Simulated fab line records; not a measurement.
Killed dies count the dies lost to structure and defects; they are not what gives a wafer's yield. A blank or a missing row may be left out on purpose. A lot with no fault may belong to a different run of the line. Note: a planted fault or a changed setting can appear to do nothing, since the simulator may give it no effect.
The tool behind it: which one? / flow sky130 / Sampling: 10 lots, 30 wafers, 4 of 708 route steps

## WHAT THE GAUGES READ, wafer by wafer
SKY_VIA2_RS_MEAS_22: the measuring method here is four-point-probe.
lot=L976; measured=day 35 20:44; on=filmMetro-01; VIA2_W_RS (ohm/sq)=0.271 0.273 0.272
lot=L979; measured=day 38 11:07; on=filmMetro-04; VIA2_W_RS (ohm/sq)=0.274 0.273 0.268
lot=L982; measured=day 38 13:52; on=filmMetro-01; VIA2_W_RS (ohm/sq)=0.272 0.272 0.272
lot=L986; measured=day 39 07:02; on=filmMetro-02; VIA2_W_RS (ohm/sq)=0.273 0.187 0.187
lot=L987; measured=day 39 15:32; on=filmMetro-04; VIA2_W_RS (ohm/sq)=0.188 0.270 0.188
lot=L988; measured=day 39 22:25; on=filmMetro-02; VIA2_W_RS (ohm/sq)=0.281 0.277 0.276
lot=L992; measured=day 41 13:39; on=filmMetro-04; VIA2_W_RS (ohm/sq)=0.273 0.274 0.275
lot=L993; measured=day 42 01:59; on=filmMetro-04; VIA2_W_RS (ohm/sq)=0.277 0.278 0.275
lot=L996; measured=day 42 08:13; on=filmMetro-01; VIA2_W_RS (ohm/sq)=0.275 0.272 0.277
lot=L995; measured=day 42 10:52; on=filmMetro-04; VIA2_W_RS (ohm/sq)=0.276 0.276 0.272

## WHICH TOOL RAN EACH LOT (tool, then ch and the chambers of the sampled wafers, then the start)
lot=L976; SKY_LDD_HVP_STRIP_09=plasmaAsher-02 ch 0,1, day 21 01:13; SKY_METAL2_SPUTTER_03=pvdSputter-04, day 33 12:15; SKY_VIA2_CVD_21=cvdW-02 ch 0,1, day 35 20:36
lot=L979; SKY_LDD_HVP_STRIP_09=plasmaAsher-03 ch 0,1, day 24 00:19; SKY_METAL2_SPUTTER_03=pvdSputter-04, day 36 03:55; SKY_VIA2_CVD_21=cvdW-01 ch 0,1, day 38 10:58
lot=L982; SKY_LDD_HVP_STRIP_09=plasmaAsher-01 ch 0, day 24 04:22; SKY_METAL2_SPUTTER_03=pvdSputter-02, day 36 06:40; SKY_VIA2_CVD_21=cvdW-01 ch 0,1, day 38 13:43
lot=L986; SKY_LDD_HVP_STRIP_09=plasmaAsher-03 ch 0,1, day 25 01:22; SKY_METAL2_SPUTTER_03=pvdSputter-04, day 37 00:43; SKY_VIA2_CVD_21=cvdW-02 ch 0,1, day 39 06:55
lot=L987; SKY_LDD_HVP_STRIP_09=plasmaAsher-02 ch 0,1, day 25 12:25; SKY_METAL2_SPUTTER_03=pvdSputter-01, day 37 10:02; SKY_VIA2_CVD_21=cvdW-02 ch 0,1, day 39 15:23
lot=L988; SKY_LDD_HVP_STRIP_09=plasmaAsher-01 ch 0,1, day 25 16:26; SKY_METAL2_SPUTTER_03=pvdSputter-01, day 37 16:59; SKY_VIA2_CVD_21=cvdW-01 ch 0,1, day 39 22:17
lot=L992; SKY_LDD_HVP_STRIP_09=plasmaAsher-01 ch 0,1, day 27 16:50; SKY_METAL2_SPUTTER_03=pvdSputter-04, day 39 09:52; SKY_VIA2_CVD_21=cvdW-01 ch 0,1, day 41 13:31
lot=L993; SKY_LDD_HVP_STRIP_09=plasmaAsher-02 ch 0,1, day 28 09:56; SKY_METAL2_SPUTTER_03=pvdSputter-02, day 39 23:10; SKY_VIA2_CVD_21=cvdW-01 ch 0,1, day 42 01:50
lot=L996; SKY_LDD_HVP_STRIP_09=plasmaAsher-01 ch 1, day 28 15:50; SKY_METAL2_SPUTTER_03=pvdSputter-01, day 40 05:20; SKY_VIA2_CVD_21=cvdW-01 ch 0,1, day 42 08:05
lot=L995; SKY_LDD_HVP_STRIP_09=plasmaAsher-02 ch 1, day 28 17:17; SKY_METAL2_SPUTTER_03=pvdSputter-02, day 40 06:40; SKY_VIA2_CVD_21=cvdW-01 ch 0,1, day 42 10:44
- SKY_LDD_HVP_STRIP_09: strips in O2/N2.
- SKY_METAL2_SPUTTER_03: material Ti, target thk 5 nm, time 3.3 s.
- SKY_VIA2_CVD_21: deposits W, target thk 420 nm, time 126.4 s.

## THE ANSWER, worked out from the rows above alone
Rule: the usual values come from the lots themselves. The widest of any qualifying gaps counts: lots, ordered by their means at a reading, are off when they make up no more than a third of the lots, leave a main group of 4 or more, and stand apart from it by 3 or more times the standard deviation of that group's means. If all means in a main group match to the digits the tables above print for the reading, that group is not used. A lot without any number at a reading at which 4 lots or more have one is off too. The other lots that the step has rows for count as sound.
Off: L986, L987, seen at SKY_VIA2_RS_MEAS_22 (VIA2_W_RS). The main group: mean 0.274 ohm/sq, standard deviation 0.0022.
If a tool, at a process step before that reading, ran all the lots that are off and no sound lot after the first of them, it fits. Those tools and the gauges at SKY_VIA2_RS_MEAS_22 are tried in the same way. One fits: SKY_VIA2_CVD_21 on cvdW-02. A fault onset in the window from L976 (day 35 20:36, its last sound lot) to L986 (day 39 06:55, its first lot off) fits.

## WHAT WAS PUT IN BY THE SIMULATOR
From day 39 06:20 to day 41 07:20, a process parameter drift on cvdW-02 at SKY_VIA2_CVD_21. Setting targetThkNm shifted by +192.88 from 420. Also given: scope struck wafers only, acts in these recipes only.
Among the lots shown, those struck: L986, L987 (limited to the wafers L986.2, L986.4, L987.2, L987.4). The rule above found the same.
